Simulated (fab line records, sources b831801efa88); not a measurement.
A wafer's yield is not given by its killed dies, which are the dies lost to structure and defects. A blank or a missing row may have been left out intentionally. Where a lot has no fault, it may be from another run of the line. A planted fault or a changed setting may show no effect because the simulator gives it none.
fab line records    flow sky130    part 1 of 2: steps 1 to 26 of 36
record lots=5  wafers=15  last-day=51
route steps=708 shown VIA3@576 METAL4@598 CAP2M@603
lots with no fault: from the same line, run without faults
start-h: the number of hours between the record's first day and the start of the first shown wafer of the lot    wait-h: how many hours have passed since the lot's step before this one    " repeats the value in the row above    L1.1+2: several wafers, shown together as one row    - value missing, or start not given    * or withheld: withheld    < > ~ a bound
route shown NAME@n: names a module that has steps shown in the file, with the first one's number in the route    usual: mean and standard deviation over wafers with no fault    same: alike in all rows    chamber/n: place in a boat    sites: the reading at each site    _std_site: the values' standard deviation    _edge_site: the outer-site mean with the inner-site mean subtracted    radius-mm: for every site, how far away it sits from the centre of the wafer    mask NAME#n: copy n    behind: tool/chamber where the wafer was last shaped    hold: why the lot went on hold/how many hours it stayed there/how the hold came to an end    device: the n, p or np transistor that did not switch    end of line: tests of these same wafers at the route's end    a step given without rows: its recipe and nothing more    killed: the dies lost at the first sort to structure and to defects; this is not the yield of the wafer    map: a wafer's dies, marking killed ones x, the rest . and places with no die _
set.NAME: setting as actually run; set.NAME@STEP: the setting as run at that earlier step    model.NAME: the simulator's own value behind a step, which no gauge read
lots at some steps of the route; a table a step, a row a wafer
services: when a tool's chamber went out of use (start-h, in hours from the record's first day, below 0 if earlier), for how many hours, and the reason
## steps
# step SKY_VIA3_BOW_MEAS_03
# recipe mode=bow
# usual VIA3_BOW=80/7
lot.wafer  tool           chamber  start-h  wait-h  VIA3_BOW[um]
L075.1     film-metro-02  -        928.29   0.2     76
L075.4     "              -        "        "       79
L075.5     "              -        "        "       81
L081.2     film-metro-02  -        966.68   0.3     82
L081.4     "              -        "        "       79
L081.5     "              -        "        "       85
L082.1     film-metro-02  -        968.41   0.2     80
L082.3     "              -        "        "       72
L082.6     "              -        "        "       64
L089.1     film-metro-02  -        1006.26  0.1     89
L089.4     "              -        "        "       74
L089.6     "              -        "        "       79
L097.3     film-metro-02  -        1084.60  0.2     79
L097.5     "              -        "        "       80
L097.6     "              -        "        "       66
# step SKY_VIA3_DEHYDRATE_04
# recipe temp-c=200  time-s=60
# same time-s=60
lot.wafer   tool            chamber  start-h  wait-h
L075.1+4+5  litho-track-02  0        939.87   11.6
L081.2+4+5  litho-track-02  0        975.90   9.2
L082.1+3+6  litho-track-02  0        979.52   11.1
L089.1+4+6  litho-track-04  0        1017.21  10.9
L097.3+5+6  litho-track-02  0        1093.37  8.7
# step SKY_VIA3_HMDS_05
# recipe prime-time-s=60  prime-temp-c=120
# usual prime-temp-c=119.99/0.13
lot.wafer  tool            chamber  start-h  wait-h  prime-temp-c
L075.1     litho-track-02  0        940.02   0.1     119.98
L075.4     "               0        "        "       120.14
L075.5     "               0        "        "       119.91
L081.2     litho-track-02  0        976.05   0.1     119.96
L081.4     "               0        "        "       119.92
L081.5     "               0        "        "       120.07
L082.1     litho-track-02  0        979.67   0.1     119.96
L082.3     "               0        "        "       119.95
L082.6     "               0        "        "       120.17
L089.1     litho-track-04  0        1017.36  0.1     119.91
L089.4     "               0        "        "       119.93
L089.6     "               0        "        "       119.82
L097.3     litho-track-02  0        1093.52  0.1     120.06
L097.5     "               0        "        "       120.03
L097.6     "               0        "        "       119.97
# step SKY_VIA3_COAT_06
# recipe resist=BARC  temp-c=withheld  time-s=withheld  spin-rpm=3000  resist-thk-nm=60
lot.wafer   tool            chamber  start-h  wait-h
L075.1+4+5  litho-track-02  0        940.17   0.1
L081.2+4+5  litho-track-02  0        976.20   0.1
L082.1+3+6  litho-track-02  0        979.82   0.1
L089.1+4+6  litho-track-04  0        1017.51  0.1
L097.3+5+6  litho-track-02  0        1093.67  0.1
# step SKY_VIA3_COAT_07
# recipe resist=KrF-thick  spin-rpm=3000  resist-thk-nm=450
lot.wafer   tool            chamber  start-h  wait-h
L075.1+4+5  litho-track-02  0        -        -
L081.2+4+5  litho-track-02  0        -        -
L082.1+3+6  litho-track-02  0        -        -
L089.1+4+6  litho-track-04  0        -        -
L097.3+5+6  litho-track-02  0        -        -
# step SKY_VIA3_SOFTBAKE_08
# recipe temp-c=100  time-s=90  resist=KrF-thick
# same time-s=90
lot.wafer   tool            chamber  start-h  wait-h
L075.1+4+5  litho-track-02  0        -        -
L081.2+4+5  litho-track-02  0        -        -
L082.1+3+6  litho-track-02  0        -        -
L089.1+4+6  litho-track-04  0        -        -
L097.3+5+6  litho-track-02  0        -        -
# step SKY_VIA3_EXPOSE_09
# recipe mask-id=VIM3  na=0.8  source-shape=annular  sigma-inner=0.55  sigma-outer=0.85  target-cd-nm=200  dose-mj=38
# usual exposure-dose-mJ-cm2=38.11/0.13
lot.wafer  tool            chamber  start-h  wait-h  mask    exposure-dose-mJ-cm2
L075.1     krf-scanner-01  0        -        -       VIM3#0  38.28
L075.4     "               0        "        "       VIM3#0  38.27
L075.5     "               0        "        "       VIM3#0  38.34
L081.2     krf-scanner-01  0        -        -       VIM3#0  38.18
L081.4     "               0        "        "       VIM3#0  38.19
L081.5     "               0        "        "       VIM3#0  38.21
L082.1     krf-scanner-02  0        -        -       VIM3#0  37.93
L082.3     "               0        "        "       VIM3#0  37.94
L082.6     "               0        "        "       VIM3#0  37.93
L089.1     krf-scanner-02  0        -        -       VIM3#0  37.99
L089.4     "               0        "        "       VIM3#0  37.97
L089.6     "               0        "        "       VIM3#0  38.00
L097.3     krf-scanner-02  0        -        -       VIM3#0  37.95
L097.5     "               0        "        "       VIM3#0  37.99
L097.6     "               0        "        "       VIM3#0  37.98
# step SKY_VIA3_PEB_10
# recipe peb-temp-c=withheld  peb-time-s=withheld  resist=KrF-thick
lot.wafer   tool            chamber  start-h  wait-h
L075.1+4+5  litho-track-04  0        -        -
L081.2+4+5  litho-track-02  0        -        -
L082.1+3+6  litho-track-01  0        -        -
L089.1+4+6  litho-track-04  0        -        -
L097.3+5+6  litho-track-04  0        -        -
# step SKY_VIA3_DEVELOP_11
# recipe develop-time-s=60  resist=KrF-thick  dev-temp-c=21
lot.wafer   tool            chamber  start-h  wait-h
L075.1+4+5  litho-track-04  0        -        -
L081.2+4+5  litho-track-02  0        -        -
L082.1+3+6  litho-track-01  0        -        -
L089.1+4+6  litho-track-04  0        -        -
L097.3+5+6  litho-track-04  0        -        -
# step SKY_VIA3_CD_MEAS_12
# recipe target-cd-nm=200
# usual cd-nm=199.5/1.6
lot.wafer  tool       chamber  start-h  wait-h  cd-nm
L075.1     cd-sem-01  -        952.86   -       201.5
L075.4     "          -        "        "       202.6
L075.5     "          -        "        "       201.1
L081.2     cd-sem-02  -        989.94   -       198.4
L081.4     "          -        "        "       197.3
L081.5     "          -        "        "       197.3
L082.1     cd-sem-02  -        992.11   -       198.4
L082.3     "          -        "        "       197.2
L082.6     "          -        "        "       197.6
L089.1     cd-sem-02  -        1028.91  -       199.8
L089.4     "          -        "        "       200.3
L089.6     "          -        "        "       201.5
L097.3     cd-sem-01  -        1105.20  -       197.6
L097.5     "          -        "        "       197.9
L097.6     "          -        "        "       197.7
# step SKY_VIA3_OVL_MEAS_13
# usual VIA3_OVL=0/6.3
lot.wafer  tool        chamber  start-h  wait-h  VIA3_OVL[nm]
L075.1     overlay-01  -        952.98   0.1     4
L075.4     "           -        "        "       4
L075.5     "           -        "        "       -3
L081.2     overlay-01  -        990.05   0.1     6
L081.4     "           -        "        "       2
L081.5     "           -        "        "       1
L082.1     overlay-01  -        992.23   0.1     -11
L082.3     "           -        "        "       1
L082.6     "           -        "        "       -1
L089.1     overlay-01  -        1029.03  0.1     -2
L089.4     "           -        "        "       -3
L089.6     "           -        "        "       1
L097.3     overlay-01  -        1105.29  0.1     -14
L097.5     "           -        "        "       -7
L097.6     "           -        "        "       0
# step SKY_VIA3_ETCH_14
# recipe chemistry=N2/H2  target=BARC  ion-energy-ev=200  source-w=500  bias-w=100  pressure-mtorr=30  n2-flow-sccm=100  h2-flow-sccm=200  stop-on=SiO2  time-s=45.9  target-depth-a=600
# usual drypump-motor-current-A=5.5/0.37  oes-product-au=0.855/0.0049  rf-fwd-power-W=495.1/2.2  throttle-valve-pct=13.225/0.0094
# same time-s=45.9
lot.wafer  tool         chamber  start-h  wait-h  drypump-motor-current-A  oes-product-au  rf-fwd-power-W  rf-hours-counter-h  throttle-valve-pct
L075.1     rie-diel-01  0        953.02   0.0     6.3                      0.849           495.0           19                  13.227
L075.4     "            1        "        "       5.2                      0.859           496.7           5                   13.240
L075.5     "            1        "        "       5.2                      0.853           497.2           -                   13.232
L081.2     rie-diel-02  2        990.08   0.0     5.7                      0.856           494.9           12                  13.210
L081.4     "            0        "        "       5.9                      0.860           498.1           -                   13.239
L081.5     "            2        "        "       5.7                      0.851           498.3           -                   13.240
L082.1     rie-diel-03  1        992.26   0.0     5.2                      0.857           496.5           17                  13.220
L082.3     "            2        "        "       5.6                      0.858           491.8           13                  13.221
L082.6     "            2        "        "       5.6                      0.861           492.0           -                   13.219
L089.1     rie-diel-02  3        1029.07  0.0     5.7                      0.859           499.0           15                  13.239
L089.4     "            1        "        "       6.0                      0.848           496.0           -                   13.236
L089.6     "            0        "        "       5.9                      0.857           497.9           -                   13.224
L097.3     rie-diel-03  0        1105.32  0.0     5.5                      0.848           494.0           5                   13.240
L097.5     "            3        "        "       5.1                      0.849           493.6           -                   13.225
L097.6     "            2        "        "       5.6                      0.850           489.0           -                   13.206
# step SKY_VIA3_ETCH_15
# recipe target=SiO2  chemistry=C4F8/O2/Ar  target-depth-nm=507  stop-on=TiN  mask-material=KrF-thick  source-w=1500  bias-w=1200  pressure-mtorr=40  c4f8-flow-sccm=withheld  O2_flow_sccm=6  Ar_flow_sccm=300  time-s=78
# usual oes-product-au=0.955/0.0049  rf-fwd-power-W=1489/6.1
# same time-s=78
lot.wafer  tool         chamber  start-h  wait-h  oes-product-au  rf-fwd-power-W  rf-hours-counter-h
L075.1     rie-diel-01  0        953.06   0.0     0.964           1492            19
L075.4     "            1        "        "       0.957           1485            5
L075.5     "            1        "        "       0.962           1489            -
L081.2     rie-diel-02  2        990.12   0.0     0.951           1495            12
L081.4     "            0        "        "       0.958           1497            -
L081.5     "            2        "        "       0.959           1491            -
L082.1     rie-diel-03  1        992.31   0.0     0.953           1490            17
L082.3     "            2        "        "       0.951           1484            13
L082.6     "            2        "        "       0.959           1479            -
L089.1     rie-diel-02  3        1029.11  0.0     0.952           1488            15
L089.4     "            1        "        "       0.956           1494            -
L089.6     "            0        "        "       0.952           1496            -
L097.3     rie-diel-03  0        1105.36  0.0     0.956           1485            5
L097.5     "            3        "        "       0.953           1492            -
L097.6     "            2        "        "       0.958           1485            -
# step SKY_VIA3_STRIP_16
# recipe chemistry=O2/N2  power-w=1400  pressure-mtorr=1500  platen-temp-c=withheld  o2-flow-sccm=3000  n2-flow-sccm=300  overash-fraction=0.5
# usual drypump-motor-current-A=6.0/0.42  oes-product-au=0.403/0.0049  strip-time-to-endpoint-s=4.144/0.019
lot.wafer  tool             chamber  start-h  wait-h  drypump-motor-current-A  oes-product-au  rf-hours-counter-h  strip-time-to-endpoint-s
L075.1     plasma-asher-04  0        953.12   0.0     6.5                      0.394           54                  4.126
L075.4     "                0        "        "       6.4                      0.414           -                   4.122
L075.5     "                1        "        "       6.0                      0.406           -                   4.116
L081.2     plasma-asher-03  0        990.18   0.0     6.5                      0.401           119                 4.172
L081.4     "                0        "        "       6.5                      0.401           -                   4.151
L081.5     "                1        "        "       5.5                      0.405           -                   4.143
L082.1     plasma-asher-03  1        992.37   0.0     5.5                      0.415           119                 4.108
L082.3     "                1        "        "       5.5                      0.402           -                   4.155
L082.6     "                1        "        "       5.4                      0.408           -                   4.142
L089.1     plasma-asher-01  0        1029.17  0.0     5.5                      0.399           29                  4.166
L089.4     "                0        "        "       5.5                      0.396           -                   4.146
L089.6     "                0        "        "       5.5                      0.398           -                   4.137
L097.3     plasma-asher-01  0        1105.45  0.1     5.5                      0.402           -                   4.146
L097.5     "                0        "        "       5.5                      0.399           -                   4.111
L097.6     "                1        "        "       5.9                      0.404           -                   4.134
# step SKY_VIA3_STRIP_17
# recipe chemistry=post-etch-residue-remover  time-s=1200  temp-c=72.5
# same time-s=1200
lot.wafer   tool          chamber  start-h  wait-h
L075.1+4+5  wet-bench-01  3        953.22   0.1
L081.2+4+5  wet-bench-02  3        990.28   0.1
L082.1+3+6  wet-bench-01  0        992.47   0.1
L089.1+4+6  wet-bench-01  2        1029.27  0.1
L097.3+5+6  wet-bench-01  1        1105.52  0.0
# step SKY_VIA3_CLEAN_18
# recipe chemistry=IPA  time-s=180  temp-c=25
# same time-s=180
lot.wafer   tool          chamber  start-h  wait-h
L075.1+4+5  wet-bench-02  0        953.56   0.0
L081.2+4+5  wet-bench-01  0        990.62   0.0
L082.1+3+6  wet-bench-02  2        992.81   0.0
L089.1+4+6  wet-bench-02  0        1029.61  0.0
L097.3+5+6  wet-bench-04  1        1105.86  0.0
# step SKY_VIA3_CLEAN_19
# recipe chemistry=O3/DIW  dry=n2-spin
lot.wafer   tool          chamber  start-h  wait-h
L075.1+4+5  wet-bench-04  1        953.62   0.0
L081.2+4+5  wet-bench-02  3        990.68   0.0
L082.1+3+6  wet-bench-01  0        992.87   0.0
L089.1+4+6  wet-bench-04  3        1029.67  0.0
L097.3+5+6  wet-bench-01  0        1105.92  0.0
# step SKY_VIA3_SPUTTER_20
# recipe material=TiN  target-thk-nm=20  chamber-pressure-pa=5  power-w=4000  time-s=80
# usual cathode-dc-power-W=4000.0/0.66  throttle-valve-pct=29.9/1
# same time-s=80
lot.wafer  tool            chamber  start-h  wait-h  cathode-dc-power-W  throttle-valve-pct
L075.1     pvd-sputter-03  -        953.72   0.0     3999.7              29.7
L075.4     "               -        "        "       3999.6              30.2
L075.5     "               -        "        "       4000.7              28.8
L081.2     pvd-sputter-04  -        990.77   0.0     4000.3              30.1
L081.4     "               -        "        "       4000.0              31.3
L081.5     "               -        "        "       3999.5              29.4
L082.1     pvd-sputter-03  -        992.96   0.0     3999.1              30.0
L082.3     "               -        "        "       3999.8              31.0
L082.6     "               -        "        "       4000.6              31.0
L089.1     pvd-sputter-04  -        1029.77  0.0     4000.9              29.9
L089.4     "               -        "        "       3999.6              27.9
L089.6     "               -        "        "       3999.9              28.1
L097.3     pvd-sputter-04  -        1106.01  0.0     4000.0              29.6
L097.5     "               -        "        "       3999.3              27.9
L097.6     "               -        "        "       4000.2              29.4
# step SKY_VIA3_CVD_21
# recipe material=W  target-thk-nm=390  time-s=117.31  temp-c=400  pressure-torr=40
# usual heater-power-w=773/37  susceptor-temp-C=399.96/0.25
# same time-s=117.31
lot.wafer  tool      chamber  start-h  wait-h  heater-power-w  susceptor-temp-C
L075.1     cvd-w-01  0        953.78   0.0     743             400.00
L075.4     "         0        "        "       782             400.12
L075.5     "         1        "        "       772             400.20
L081.2     cvd-w-01  0        990.84   0.0     755             400.06
L081.4     "         0        "        "       738             400.39
L081.5     "         1        "        "       759             400.03
L082.1     cvd-w-02  0        993.02   0.0     831             399.65
L082.3     "         1        "        "       740             399.48
L082.6     "         1        "        "       746             399.70
L089.1     cvd-w-02  1        1029.83  0.0     733             400.31
L089.4     "         1        "        "       742             399.80
L089.6     "         1        "        "       740             400.00
L097.3     cvd-w-01  1        1106.15  0.1     759             399.85
L097.5     "         1        "        "       776             399.60
L097.6     "         1        "        "       777             399.84
# step SKY_VIA3_RS_MEAS_22
# recipe thk-meas-gauge=four-point-probe  reads=W_of_VIA3_CVD_21+TiN_of_VIA3_SPUTTER_20
# usual VIA3_W_RS=0.292/0.0038
lot.wafer  tool           chamber  start-h  wait-h  VIA3_W_RS[ohm/sq]
L075.1     film-metro-01  -        953.90   0.1     0.294
L075.4     "              -        "        "       0.293
L075.5     "              -        "        "       0.292
L081.2     film-metro-02  -        990.98   0.1     0.298
L081.4     "              -        "        "       0.298
L081.5     "              -        "        "       0.291
L082.1     film-metro-02  -        993.14   0.1     0.301
L082.3     "              -        "        "       0.290
L082.6     "              -        "        "       0.294
L089.1     film-metro-04  -        1029.95  0.1     0.289
L089.4     "              -        "        "       0.288
L089.6     "              -        "        "       0.287
L097.3     film-metro-01  -        1106.36  0.2     0.288
L097.5     "              -        "        "       0.290
L097.6     "              -        "        "       0.288
# step SKY_VIA3_THK_MEAS_23
# recipe thk-meas-gauge=xrf  reads=W_of_VIA3_CVD_21
# usual VIA3_W_THK=381/6.1
lot.wafer  tool           chamber  start-h  wait-h  VIA3_W_THK[nm]
L075.1     film-metro-01  -        954.02   0.1     376
L075.4     "              -        "        "       377
L075.5     "              -        "        "       380
L081.2     film-metro-02  -        991.09   0.1     375
L081.4     "              -        "        "       374
L081.5     "              -        "        "       383
L082.1     film-metro-02  -        993.26   0.1     371
L082.3     "              -        "        "       384
L082.6     "              -        "        "       378
L089.1     film-metro-04  -        1030.07  0.1     392
L089.4     "              -        "        "       392
L089.6     "              -        "        "       393
L097.3     film-metro-01  -        1106.46  0.1     379
L097.5     "              -        "        "       376
L097.6     "              -        "        "       378
# step SKY_VIA3_CMP_24
# recipe stop-on=SiO2  t-overpolish-s=20  down-force-psi=3.5  platen-rpm=60  target-thk-nm=0  pad-velocity-m-s=0.94248
# usual head-pressure-psi=3.500/0.0081  motor-current-A=10.7/1.1  overpolish-run-s=20.000/0.0095  retaining-ring-pressure-frac=1.000/0.0044  time-to-endpoint-s=95/3.3
# same t-overpolish-s=20
lot.wafer  tool    chamber  start-h  wait-h  head-pressure-psi  motor-current-A  overpolish-run-s  retaining-ring-pressure-frac  time-to-endpoint-s
L075.4     cmp-02  2        954.08   0.0     3.497              10.6             19.983            1.006                         92
L075.1     "       3        "        "       3.505              11.3             19.984            1.002                         95
L075.5     "       3        "        "       3.501              11.0             20.006            0.997                         96
L081.4     cmp-01  2        991.18   0.1     3.511              10.2             20.006            1.001                         91
L081.2     "       3        "        "       3.489              9.7              20.013            1.003                         89
L081.5     "       3        "        "       3.501              9.3              19.979            1.003                         90
L082.1     cmp-01  1        993.37   0.1     3.487              10.4             20.008            1.002                         99
L082.3     "       2        "        "       3.497              9.8              19.986            1.000                         100
L082.6     "       1        "        "       3.486              10.1             20.008            1.001                         99
L089.4     cmp-02  1        1030.18  0.1     3.501              12.2             19.993            1.000                         95
L089.1     "       3        "        "       3.492              10.5             20.003            1.003                         97
L089.6     "       0        "        "       3.504              9.6              20.000            0.999                         99
L097.3     cmp-02  1        1106.65  0.2     3.504              12.4             19.984            0.997                         95
L097.5     "       2        "        "       3.511              10.7             20.004            0.997                         93
L097.6     "       3        "        "       3.525              11.2             20.024            0.998                         100
# step SKY_METAL4_SPUTTER_00
# recipe material=Ti  target-thk-nm=15  power-w=3000  time-s=10  chamber-pressure-pa=0.4
# usual cathode-dc-power-W=3000.0/0.52  throttle-valve-pct=30.4/1.1
# same time-s=10
lot.wafer  tool            chamber  start-h  wait-h  cathode-dc-power-W  throttle-valve-pct
L075.1     pvd-sputter-01  -        954.38   0.2     3000.4              29.9
L075.4     "               -        "        "       3000.0              32.5
L075.5     "               -        "        "       2999.9              29.7
L081.2     pvd-sputter-01  -        991.48   0.2     2999.9              30.9
L081.4     "               -        "        "       3000.2              30.7
L081.5     "               -        "        "       3000.2              32.7
L082.1     pvd-sputter-01  -        993.62   0.2     3000.4              30.9
L082.3     "               -        "        "       3000.5              29.9
L082.6     "               -        "        "       2999.5              29.7
L089.1     pvd-sputter-03  -        1030.43  0.1     2999.8              31.0
L089.4     "               -        "        "       2999.7              29.7
L089.6     "               -        "        "       2999.3              28.4
L097.3     pvd-sputter-03  -        1106.80  0.1     3000.1              31.0
L097.5     "               -        "        "       2999.6              30.1
L097.6     "               -        "        "       3000.7              29.5
# step SKY_METAL4_SPUTTER_01
# recipe material=TiN  target-thk-nm=20  power-w=6500  time-s=16.7  chamber-pressure-pa=0.4
# usual cathode-dc-power-W=6499.8/1.3  throttle-valve-pct=30.4/1.1
# same time-s=16.7
lot.wafer  tool            chamber  start-h  wait-h  cathode-dc-power-W  throttle-valve-pct
L075.1     pvd-sputter-01  -        954.40   0.0     6498.4              29.6
L075.4     "               -        "        "       6501.7              32.8
L075.5     "               -        "        "       6498.9              29.7
L081.2     pvd-sputter-01  -        991.50   0.0     6499.2              30.7
L081.4     "               -        "        "       6499.3              30.8
L081.5     "               -        "        "       6500.9              32.6
L082.1     pvd-sputter-01  -        993.64   0.0     6497.8              30.6
L082.3     "               -        "        "       6501.6              29.8
L082.6     "               -        "        "       6500.7              29.7
L089.1     pvd-sputter-03  -        1030.45  0.0     6497.9              31.0
L089.4     "               -        "        "       6499.1              30.0
L089.6     "               -        "        "       6499.4              28.8
L097.3     pvd-sputter-03  -        1106.82  0.0     6498.2              31.1
L097.5     "               -        "        "       6498.7              30.1
L097.6     "               -        "        "       6500.0              29.7
# step SKY_METAL4_SPUTTER_02
# recipe material=AlCu  target-thk-nm=735  power-w=10600  time-s=39.1  chamber-pressure-pa=0.4
# usual cathode-dc-power-W=10600/1.9  throttle-valve-pct=30.4/1.1
# same time-s=39.1
lot.wafer  tool            chamber  start-h  wait-h  cathode-dc-power-W  throttle-valve-pct
L075.1     pvd-sputter-01  -        954.43   0.0     10602               29.5
L075.4     "               -        "        "       10600               32.5
L075.5     "               -        "        "       10599               29.5
L081.2     pvd-sputter-01  -        991.53   0.0     10602               30.8
L081.4     "               -        "        "       10601               30.5
L081.5     "               -        "        "       10601               33.0
L082.1     pvd-sputter-01  -        993.67   0.0     10600               30.7
L082.3     "               -        "        "       10601               29.6
L082.6     "               -        "        "       10601               29.8
L089.1     pvd-sputter-03  -        1030.48  0.0     10601               31.0
L089.4     "               -        "        "       10598               29.6
L089.6     "               -        "        "       10601               29.1
L097.3     pvd-sputter-03  -        1106.85  0.0     10601               31.2
L097.5     "               -        "        "       10600               29.9
L097.6     "               -        "        "       10598               29.8
# step SKY_METAL4_SPUTTER_03
# recipe material=Ti  target-thk-nm=5  power-w=3000  time-s=3.3  chamber-pressure-pa=0.4
# usual cathode-dc-power-W=3000.0/0.5  throttle-valve-pct=30.4/1.1
# same time-s=3.3
lot.wafer  tool            chamber  start-h  wait-h  cathode-dc-power-W  throttle-valve-pct
L075.1     pvd-sputter-01  -        954.47   0.0     2999.9              29.5
L075.4     "               -        "        "       3000.7              32.5
L075.5     "               -        "        "       2999.8              29.5
L081.2     pvd-sputter-01  -        991.57   0.0     2999.7              30.7
L081.4     "               -        "        "       2999.6              30.5
L081.5     "               -        "        "       3000.2              32.7
L082.1     pvd-sputter-01  -        993.71   0.0     2999.8              30.8
L082.3     "               -        "        "       2999.8              29.8
L082.6     "               -        "        "       3001.2              29.6
L089.1     pvd-sputter-03  -        1030.52  0.0     2999.9              31.2
L089.4     "               -        "        "       3000.7              29.9
L089.6     "               -        "        "       3000.3              28.6
L097.3     pvd-sputter-03  -        1106.88  0.0     3000.0              31.1
L097.5     "               -        "        "       3000.0              30.0
L097.6     "               -        "        "       3000.2              29.9
